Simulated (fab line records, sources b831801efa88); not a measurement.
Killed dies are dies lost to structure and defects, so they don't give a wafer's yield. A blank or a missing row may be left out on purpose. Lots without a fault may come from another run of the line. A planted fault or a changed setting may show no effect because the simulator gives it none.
One fault seen from 2 desks | flow gf180mcu | each desk has only its own numbers; what lay behind them comes last

THE METROLOGY DESK
What the gauges read, lot by lot, whatever tool the lot ran on: means of the sampled wafers that have a number. A lot is out of limits, marked OUT, if its mean lies more than 4 standard deviations from the usual mean; the brackets give that distance.
Columns: A = cd_nm at GF_HV_LDD_CD_MEAS_31, usual 402.5 nm; B = HV_LDD_4_TW at GF_HV_LDD_TW_MEAS_50, usual 574; C = HV_LDD_CVD_56_THK at GF_HV_LDD_THK_MEAS_57, usual 90.0 nm; D = cd_nm at GF_NSD_CD_MEAS_07, usual 399.8 nm
lot  | first seen here | A     | B   | C              | D
L477 | day 11 10:55    | 402.0 | 584 | 90.5           | 401.5
L478 | day 11 20:03    | 402.4 | 584 | 89.0           | 396.1
L481 | day 12 13:49    | 403.2 | 580 | 91.2           | 402.2
L485 | day 14 03:48    | 401.7 | 564 | 71.4 (-25) OUT | 402.4
L486 | day 14 09:55    | 400.5 | 564 | 71.2 (-25) OUT | 402.0
L493 | day 16 23:33    | 403.6 | 582 | 90.1           | 398.9
L494 | day 17 03:04    | 402.1 | 561 | 90.5           | 398.5
L496 | day 17 21:05    | 398.8 | 579 | 89.8           | 400.3
L497 | day 18 05:52    | 400.1 | 561 | 90.5           | 398.1
L498 | day 18 09:31    | 400.5 | 584 | 89.8           | 402.2
L499 | day 18 13:15    | 404.0 | 562 | 89.7           | 400.0
L500 | day 19 00:09    | 399.8 | 562 | 89.5           | 400.3
This desk's finding: out of limits on L485, L486; first on L485, day 15 06:08 (HV_LDD_CVD_56_THK at GF_HV_LDD_THK_MEAS_57). In limits: L477, L478, L481, L493, L494, L496, L497, L498, L499, L500.

THE TOOL OWNER'S DESK: lpcvd-02
The tool's own readings at GF_HV_LDD_CVD_56 (deposits Si3N4 from DCS/NH3, target thk 90 nm, time 1543 s): means of the sampled wafers that have a number, for each lot that ran on this tool. A lot is out of limits, marked OUT, if its mean lies more than 4 standard deviations from the usual mean; the brackets give that distance.
Columns: A = spike_tc_bottom_C at GF_HV_LDD_CVD_56, usual 787.8 C; B = spike_tc_centre_C at GF_HV_LDD_CVD_56, usual 771.3 C; C = spike_tc_lower_C at GF_HV_LDD_CVD_56, usual 769.4 C; D = spike_tc_upper_C at GF_HV_LDD_CVD_56, usual 770.1 C; E = susceptor_temp_C at GF_HV_LDD_CVD_56, usual 770.0 C; F = zone_power_top_pct at GF_HV_LDD_CVD_56, usual 25 %
lot  | first seen here | A                | B               | C                | D               | E               | F
L477 | day 12 08:59    | 786.7            | 771.9           | 769.7            | 769.2           | 770.0           | 23
L481 | day 13 12:54    | 786.9            | 772.2           | 768.5            | 769.3           | 770.1           | 23
L485 | day 15 03:59    | 775.9 (-5.2) OUT | 760.1 (-11) OUT | 758.5 (-7.8) OUT | 757.2 (-11) OUT | 758.5 (-36) OUT | 22
L486 | day 15 09:59    | 775.1 (-5.5) OUT | 759.7 (-12) OUT | 756.8 (-9.0) OUT | 757.9 (-10) OUT | 758.3 (-37) OUT | 22
L493 | day 18 00:41    | 787.2            | 771.6           | 770.7            | 769.6           | 770.5           | 24
L496 | day 18 23:38    | 787.4            | 771.1           | 769.3            | 769.9           | 770.3           | 23
L498 | day 19 12:17    | 787.9            | 771.5           | 769.0            | 769.1           | 769.9           | 23
L499 | day 19 16:02    | 786.8            | 771.5           | 769.6            | 769.4           | 770.0           | 23
L500 | day 20 02:41    | 786.6            | 770.9           | 769.4            | 769.4           | 770.3           | 24
This desk's finding: out of limits on L485, L486; first on L485, day 15 03:59 (spike_tc_bottom_C at GF_HV_LDD_CVD_56). In limits: L477, L481, L493, L496, L498, L499, L500.

PUT TOGETHER
The tool owner's desk could have raised an alarm at day 15 03:59, on L485, L486.
The metrology desk could have raised an alarm at day 15 06:08, on L485, L486.
Of the lots named, all ran GF_HV_LDD_CVD_56 on lpcvd-02.

WHAT THE SIMULATOR HAD PUT IN
Process parameter drift: lpcvd-02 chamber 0, from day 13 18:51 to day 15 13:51, at GF_HV_LDD_CVD_56. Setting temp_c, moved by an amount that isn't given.
Lots struck among those shown: L485, L486.
Hours from the fault's start to each desk's first reading out of limits: the tool owner's desk, 33; the metrology desk, 35.
